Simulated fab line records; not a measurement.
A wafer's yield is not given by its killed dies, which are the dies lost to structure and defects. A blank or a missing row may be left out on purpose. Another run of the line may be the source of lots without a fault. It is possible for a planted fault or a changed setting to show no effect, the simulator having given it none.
Matching of chambers / flow sky130 / SKY_LI_CONTACT_CMP_24 on cmp-01: 4 sister chambers
The step polishes, stops on PSG, t overpolish 20 s, target thk 0 nm. 20 wafers are shown with their chamber, then 10 later ones without.

EACH WAFER AND ITS CHAMBER
wafer=L725.3; chamber=0; motorCurrentA (A)=8.8; timeToEndpointS (s)=96.3; overpolishRunS (s)=19.995
wafer=L725.4; chamber=3; motorCurrentA (A)=9.5; timeToEndpointS (s)=95.4; overpolishRunS (s)=20.006
wafer=L725.6; chamber=3; motorCurrentA (A)=9.8; timeToEndpointS (s)=97.5; overpolishRunS (s)=19.989
wafer=L728.1; chamber=1; motorCurrentA (A)=11.0; timeToEndpointS (s)=97.2; overpolishRunS (s)=20.015
wafer=L728.4; chamber=0; motorCurrentA (A)=9.3; timeToEndpointS (s)=96.5; overpolishRunS (s)=19.999
wafer=L728.6; chamber=3; motorCurrentA (A)=9.2; timeToEndpointS (s)=98.2; overpolishRunS (s)=19.985
wafer=L730.1; chamber=2; motorCurrentA (A)=11.7; timeToEndpointS (s)=98.5; overpolishRunS (s)=20.007
wafer=L730.5; chamber=3; motorCurrentA (A)=10.1; timeToEndpointS (s)=98.8; overpolishRunS (s)=20.008
wafer=L730.6; chamber=2; motorCurrentA (A)=12.0; timeToEndpointS (s)=100.3; overpolishRunS (s)=20.012
wafer=L731.2; chamber=3; motorCurrentA (A)=9.6; timeToEndpointS (s)=97.1; overpolishRunS (s)=20.007
wafer=L731.3; chamber=2; motorCurrentA (A)=11.7; timeToEndpointS (s)=98.5; overpolishRunS (s)=20.002
wafer=L731.5; chamber=0; motorCurrentA (A)=9.0; timeToEndpointS (s)=96.7; overpolishRunS (s)=19.999
wafer=L736.1; chamber=1; motorCurrentA (A)=10.5; timeToEndpointS (s)=92.2; overpolishRunS (s)=20.010
wafer=L736.5; chamber=1; motorCurrentA (A)=10.4; timeToEndpointS (s)=95.6; overpolishRunS (s)=19.990
wafer=L736.6; chamber=0; motorCurrentA (A)=8.8; timeToEndpointS (s)=95.3; overpolishRunS (s)=20.001
wafer=L737.1; chamber=3; motorCurrentA (A)=9.7; timeToEndpointS (s)=94.2; overpolishRunS (s)=20.005
wafer=L737.4; chamber=0; motorCurrentA (A)=8.5; timeToEndpointS (s)=95.5; overpolishRunS (s)=19.999
wafer=L737.5; chamber=2; motorCurrentA (A)=11.6; timeToEndpointS (s)=97.2; overpolishRunS (s)=20.006
wafer=L738.2; chamber=3; motorCurrentA (A)=10.1; timeToEndpointS (s)=100.1; overpolishRunS (s)=19.992
wafer=L738.3; chamber=0; motorCurrentA (A)=8.7; timeToEndpointS (s)=97.9; overpolishRunS (s)=20.002

SIGNATURES (means of the wafers above)
reading=motorCurrentA; chamber 0=8.850; chamber 1=10.633; chamber 2=11.750; chamber 3=9.714; scatter within a chamber=0.285
reading=timeToEndpointS; chamber 0=96.367; chamber 1=95.000; chamber 2=98.625; chamber 3=97.329; scatter within a chamber=1.7
reading=overpolishRunS; chamber 0=19.99917; chamber 1=20.00500; chamber 2=20.00675; chamber 3=19.99886; scatter within a chamber=0.00792
Rule: for a wafer and a chamber, the distance is found by dividing, reading by reading, the gap between the wafer's reading and the chamber's mean by the reading's scatter, squaring, summing and taking the root. If the next closest chamber is less than 2 further off than the closest, the wafer can't be placed; otherwise it belongs to the closest. How the scatter is found: for the shown wafers, subtract from each reading the mean of its chamber, square and add these, divide the total by (wafers less chambers), then take the root.

WAFERS WHOSE CHAMBER IS MISSING
wafer=L738.6; motorCurrentA (A)=12.2; timeToEndpointS (s)=103.6; overpolishRunS (s)=19.978
wafer=L743.2; motorCurrentA (A)=9.1; timeToEndpointS (s)=95.2; overpolishRunS (s)=19.992
wafer=L743.4; motorCurrentA (A)=9.8; timeToEndpointS (s)=98.9; overpolishRunS (s)=20.003
wafer=L743.6; motorCurrentA (A)=8.5; timeToEndpointS (s)=93.9; overpolishRunS (s)=20.021
wafer=L745.1; motorCurrentA (A)=12.1; timeToEndpointS (s)=97.5; overpolishRunS (s)=20.001
wafer=L745.3; motorCurrentA (A)=8.6; timeToEndpointS (s)=92.0; overpolishRunS (s)=20.015
wafer=L745.6; motorCurrentA (A)=11.9; timeToEndpointS (s)=93.6; overpolishRunS (s)=20.019
wafer=L748.2; motorCurrentA (A)=11.3; timeToEndpointS (s)=99.1; overpolishRunS (s)=20.001
wafer=L748.5; motorCurrentA (A)=8.8; timeToEndpointS (s)=94.1; overpolishRunS (s)=20.002
wafer=L748.6; motorCurrentA (A)=10.8; timeToEndpointS (s)=96.1; overpolishRunS (s)=20.011

WHICH CHAMBER EACH WENT THROUGH
wafer=L738.6; from the rows above=2; in truth=2
wafer=L743.2; from the rows above=can't be placed: 0 or 3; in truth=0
wafer=L743.4; from the rows above=3; in truth=3
wafer=L743.6; from the rows above=0; in truth=0
wafer=L745.1; from the rows above=2; in truth=2
wafer=L745.3; from the rows above=0; in truth=0
wafer=L745.6; from the rows above=can't be placed: 2 or 1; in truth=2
wafer=L748.2; from the rows above=can't be placed: 2 or 1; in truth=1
wafer=L748.5; from the rows above=0; in truth=0
wafer=L748.6; from the rows above=1; in truth=1
Correctly placed: 7 of 10. Cannot be placed on the basis of these rows: 3; the candidates contain the true chamber in 3. 0 placed wrongly.
